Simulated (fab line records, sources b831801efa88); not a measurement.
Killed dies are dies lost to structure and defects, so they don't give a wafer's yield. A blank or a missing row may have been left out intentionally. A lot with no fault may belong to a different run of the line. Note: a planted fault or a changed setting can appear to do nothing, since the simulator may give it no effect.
Which of the tools did it? / flow sky130 / 18 wafers from 6 lots sampled at 3 of the route's 708 steps

WHAT THE GAUGES SHOWED, per wafer
SKY_VIA4_THK_MEAS_01.
lot=L713; measured=day 42 09:10; on=film_metro-02; VIA4_HDPCVD_THK (nm)=1783 1773 1779
lot=L716; measured=day 43 15:31; on=film_metro-04; VIA4_HDPCVD_THK (nm)=1179 1731 1740
lot=L720; measured=day 44 09:07; on=film_metro-03; VIA4_HDPCVD_THK (nm)=1713 1734 1758
lot=L728; measured=day 46 15:54; on=film_metro-04; VIA4_HDPCVD_THK (nm)=1791 1740 1767
lot=L730; measured=day 46 23:08; on=film_metro-02; VIA4_HDPCVD_THK (nm)=1783 1773 1764
lot=L733; measured=day 47 15:14; on=film_metro-04; VIA4_HDPCVD_THK (nm)=1733 1753 1761

EACH LOT AND THE TOOL THAT RAN IT (in order: tool; ch and the chambers of the sampled wafers; start)
lot=L713; SKY_METAL4_ETCH_16=rie_metal-02 ch 0,1, day 42 07:58; SKY_VIA4_HDPCVD_00=hdpcvd-02 ch 1,2, day 42 08:59
lot=L716; SKY_METAL4_ETCH_16=rie_metal-03 ch 0,1, day 43 14:26; SKY_VIA4_HDPCVD_00=hdpcvd-02 ch 0,2, day 43 15:19
lot=L720; SKY_METAL4_ETCH_16=rie_metal-04 ch 0, day 44 08:01; SKY_VIA4_HDPCVD_00=hdpcvd-01 ch 0,1,2, day 44 08:59
lot=L728; SKY_METAL4_ETCH_16=rie_metal-03 ch 1, day 46 14:25; SKY_VIA4_HDPCVD_00=hdpcvd-01 ch 0,1, day 46 15:43
lot=L730; SKY_METAL4_ETCH_16=rie_metal-03 ch 0,1, day 46 22:03; SKY_VIA4_HDPCVD_00=hdpcvd-02 ch 0,1,2, day 46 22:57
lot=L733; SKY_METAL4_ETCH_16=rie_metal-04 ch 1, day 47 14:10; SKY_VIA4_HDPCVD_00=hdpcvd-02 ch 0,1, day 47 15:04
- SKY_METAL4_ETCH_16: etches BARC in N2/H2, stops on SiO2, time 88.2 s, target depth 60 nm.
- SKY_VIA4_HDPCVD_00: deposits SiO2, target thk 1750 nm, time 291.7 s.

THE ANSWER, worked out from the rows above alone
Rule: usual is defined by the lots themselves. Put in order of their means at a reading, lots are off if they are a third of the lots or fewer, leave a main group of 4 or more, and stand apart from it by a gap of 3 or more times the standard deviation of the main group's means; of several such gaps the widest counts. If all means in a main group match to the digits the tables above print for the reading, that group is not used. A lot without any number at a reading at which 4 lots or more have one is off too. Where the step has rows for the other lots, those lots are counted as sound.
Off: L716, at SKY_VIA4_THK_MEAS_01 (VIA4_HDPCVD_THK). The main group has a mean of 1760 nm with a standard deviation of 16.
If a tool, at a process step before that reading, ran all the lots that are off and no sound lot after the first of them, it fits. The gauges at SKY_VIA4_THK_MEAS_01 are tried like those tools. None of those tried fits.

WHAT THE SIMULATOR HAD PUT IN
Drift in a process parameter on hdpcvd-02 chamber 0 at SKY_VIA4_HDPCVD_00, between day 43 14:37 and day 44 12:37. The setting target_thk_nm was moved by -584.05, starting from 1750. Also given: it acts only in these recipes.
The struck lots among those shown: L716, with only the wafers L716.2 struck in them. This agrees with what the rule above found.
